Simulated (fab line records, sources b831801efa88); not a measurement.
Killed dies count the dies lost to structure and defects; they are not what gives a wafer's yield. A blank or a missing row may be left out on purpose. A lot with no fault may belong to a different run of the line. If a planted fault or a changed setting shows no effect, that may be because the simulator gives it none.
Matching of chambers -- flow sky130 -- SKY_VIA1_CMP_24 on cmp-01: 4 sister chambers
The step polishes, stops on SiO2, t overpolish 15 s, target thk 0 nm. 8 wafers are shown with their chamber, then 10 later ones without.

== WAFERS WITH THEIR CHAMBER ==
wafer,chamber,motorCurrentA (A),timeToEndpointS (s)
L083.2,3,14.0,65
L083.6,1,10.7,58
L086.1,0,11.6,66
L088.2,0,11.2,69
L088.5,3,12.9,66
L088.6,2,10.5,71
L092.1,2,10.9,76
L092.3,1,10.8,69

== WAFERS MISSING THEIR CHAMBER ==
wafer,motorCurrentA (A),timeToEndpointS (s)
L092.6,11.0,75
L094.3,11.2,68
L094.4,11.0,70
L094.6,11.1,64
L096.1,12.1,68
L096.2,11.0,73
L096.3,13.9,69
L097.3,10.7,72
L097.5,11.6,70
L097.6,10.6,66

== WHICH CHAMBER EACH ONE RAN IN ==
wafer,from the rows above,in truth
L092.6,can't be placed: 2 or 0 or 1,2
L094.3,can't be placed: 0 or 1 or 2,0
L094.4,can't be placed: 2 or 0 or 1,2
L094.6,can't be placed: 1 or 0 or 2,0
L096.1,can't be placed: 0 or 3 or 1 or 2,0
L096.2,can't be placed: 2 or 0 or 1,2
L096.3,3,3
L097.3,can't be placed: 2 or 0 or 1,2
L097.5,can't be placed: 0 or 2 or 1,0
L097.6,can't be placed: 1 or 2 or 0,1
Correctly placed: 1 of 10. Not placeable from these rows: 9 (in 9, the candidates include the true chamber). Placed wrongly: 0.
How it was worked out, from the rows above alone: a wafer's distance from a chamber is the root of the sum, over the readings, of the square of ((its reading less the chamber's mean) divided by the reading's scatter). The wafer belongs to the nearest chamber; if the next one is less than 2 further off, it can't be placed. For every chamber, the mean is computed from those of its wafers that are shown. The scatter: take each reading less its chamber's mean, square it, sum over the shown wafers, divide by the number of wafers less the number of chambers, and take the root.
